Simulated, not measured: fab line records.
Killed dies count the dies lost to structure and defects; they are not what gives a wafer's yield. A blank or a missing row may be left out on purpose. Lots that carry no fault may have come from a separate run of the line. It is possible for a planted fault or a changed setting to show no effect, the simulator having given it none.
Comparing a struck lot with a sound one	flow gf180mcu	43 out of 602 route steps
Sound: wafers L231.3, L231.4, L231.6. Wafers struck: L234.1, L234.5, L234.6. The cause is named last.
Per side, at each step with rows, come the tool, then ch with its chambers, and then its first start. Under that, the readings that differ: sound wafers	struck wafers	difference of the means	sigmas: that difference in standard deviations of wafers without a fault.
alike: a reading whose means differ by less than 2 such deviations, as well as words and numbers matching on both sides. not compared: withheld readings; readings where some wafer has no value; bounds like >300 that might hide an equal value; numbers whose values overlap and for which the record gives no deviation.
The two part at a step that has a row with sigmas, a row that says differs or no value, or rows on one side only. Numbers that have no deviation but don't overlap get no sigmas and don't part them. A reading that every wafer of one side lacks parts them only if that side has two wafers or more.

first, 1 step without rows for these wafers: GF_DNWELL_IMPLANT_07.
GF_DNWELL_STRIP_08: strips in O2/N2.
  sound on plasma-asher-02 ch 0,1, day 3 02:07; struck on plasma-asher-03 ch 0,1, day 3 16:41
  alike: drypump-motor-current-A, heater-power-w, oes-product-au, strip-time-to-endpoint-s
  not compared: rf-hours-counter-h
GF_DNWELL_TW_MEAS_09:
  sound: film-metro-03 at day 3 02:12; struck: film-metro-02 at day 3 16:47
reading	sound	struck	difference	sigmas
DNWELL_TW	1387 1383 1390	1341 1346 1343	-43	-3
then, 7 steps without rows for these wafers: GF_NWELL_DEHYDRATE_00 (time 60 s); GF_NWELL_HMDS_01 (prime time 60 s); GF_NWELL_COAT_02 (resist thk 3000 nm); GF_NWELL_SOFTBAKE_03; GF_NWELL_EXPOSE_04 (exposes mask Nwell, target cd 860 nm); GF_NWELL_PEB_05; GF_NWELL_DEVELOP_06 (develop time 60 s).
GF_NWELL_OVL_MEAS_07:
  sound: overlay-02 at day 3 15:05; struck: overlay-01 at day 4 06:29
reading	sound	struck	difference	sigmas
NWELL_OVL (nm)	-0.4 0.0 -0.4	3.2 2.4 2.3	+2.9	+3
after that, 1 step had no rows for these wafers: GF_NWELL_IMPLANT_08.
GF_NWELL_IMPLANT_09:
  sound on implanter-03 ch 0, day 3 15:19; struck on implanter-04, day 4 06:40
  no value came back on the struck wafers for beam-energy-keV, beam-on-s (s); on the sound wafers beam-energy-keV reads 159.99 160.02 160.03
GF_NWELL_STRIP_10: strips in O2/N2.
  sound on plasma-asher-03 ch 0,1, day 3 15:26; struck on plasma-asher-04 ch 0,1, day 4 06:49
  alike: drypump-motor-current-A, heater-power-w, oes-product-au, strip-time-to-endpoint-s
  not compared: rf-hours-counter-h
GF_NWELL_TW_MEAS_11:
  sound: film-metro-03 at day 3 15:32; struck: film-metro-03 at day 4 06:55
reading	sound	struck	difference	sigmas
NWELL_TW	1617 1617 1608	1540 1533 1537	-77	-5
then, 7 steps without rows for these wafers: GF_LVPWELL_DEHYDRATE_00 (time 60 s); GF_LVPWELL_HMDS_01 (prime time 60 s); GF_LVPWELL_COAT_02 (resist thk 3000 nm); GF_LVPWELL_SOFTBAKE_03; GF_LVPWELL_EXPOSE_04 (exposes mask LVPWELL, target cd 600 nm); GF_LVPWELL_PEB_05; GF_LVPWELL_DEVELOP_06 (develop time 60 s).
GF_LVPWELL_OVL_MEAS_07:
  sound: overlay-02 at day 4 05:20; struck: overlay-01 at day 4 20:10
  alike: LVPWELL_OVL
then, 2 steps without rows for these wafers: GF_LVPWELL_IMPLANT_08; GF_LVPWELL_IMPLANT_09.
GF_LVPWELL_STRIP_10: strips in O2/N2.
  sound on plasma-asher-02 ch 0,1, day 4 05:41; struck on plasma-asher-03 ch 0,1, day 4 20:31
  alike: drypump-motor-current-A, heater-power-w, oes-product-au, strip-time-to-endpoint-s
  not compared: rf-hours-counter-h
GF_LVPWELL_TW_MEAS_11:
  sound: film-metro-03 at day 4 05:47; struck: film-metro-03 at day 4 20:37
  alike: LVPWELL_TW
then, 7 steps without rows for these wafers: GF_MVSD_DEHYDRATE_00 (time 60 s); GF_MVSD_HMDS_01 (prime time 60 s); GF_MVSD_COAT_02 (resist thk 3000 nm); GF_MVSD_SOFTBAKE_03; GF_MVSD_EXPOSE_04 (exposes mask MVSD, target cd 1000 nm); GF_MVSD_PEB_05; GF_MVSD_DEVELOP_06 (develop time 60 s).
GF_MVSD_OVL_MEAS_07:
  sound: overlay-01 at day 4 19:14; struck: overlay-02 at day 5 11:02
  alike: MVSD_OVL
then, 2 steps without rows for these wafers: GF_MVSD_IMPLANT_08; GF_MVSD_IMPLANT_09.
GF_MVSD_STRIP_10: strips in O2/N2.
  sound on plasma-asher-04 ch 0,1, day 4 19:35; struck on plasma-asher-02 ch 0,1, day 5 11:22
  alike: drypump-motor-current-A, heater-power-w, oes-product-au, strip-time-to-endpoint-s
  not compared: rf-hours-counter-h
GF_MVSD_TW_MEAS_11:
  sound: film-metro-04 at day 4 19:41; struck: film-metro-03 at day 5 11:28
reading	sound	struck	difference	sigmas
MVSD_TW	1574 1585 1579	1615 1604 1620	+34	+2
then, 3 steps without rows for these wafers: GF_MVPSD_DEHYDRATE_00 (time 60 s); GF_MVPSD_HMDS_01 (prime time 60 s); GF_MVPSD_COAT_02 (resist thk 3000 nm).
-- the record jumps here: 3 days lie between the struck wafers' starts before and after --
GF_VT_IMPLANT_RS_MEAS_47: the measuring method here is four-point-probe.
  sound: film-metro-03 at day 8 00:44; struck: film-metro-01 at day 8 19:15
reading	sound	struck	difference	sigmas
NWELL_RS (ohm/sq)	487.6 488.1 487.7	- - -	no value on the struck wafers	

== WHERE THEY PART ==
Last at GF_VT_IMPLANT_RS_MEAS_47 as far as this record goes, first at GF_DNWELL_TW_MEAS_09.

WHY: the cause the simulator had injected
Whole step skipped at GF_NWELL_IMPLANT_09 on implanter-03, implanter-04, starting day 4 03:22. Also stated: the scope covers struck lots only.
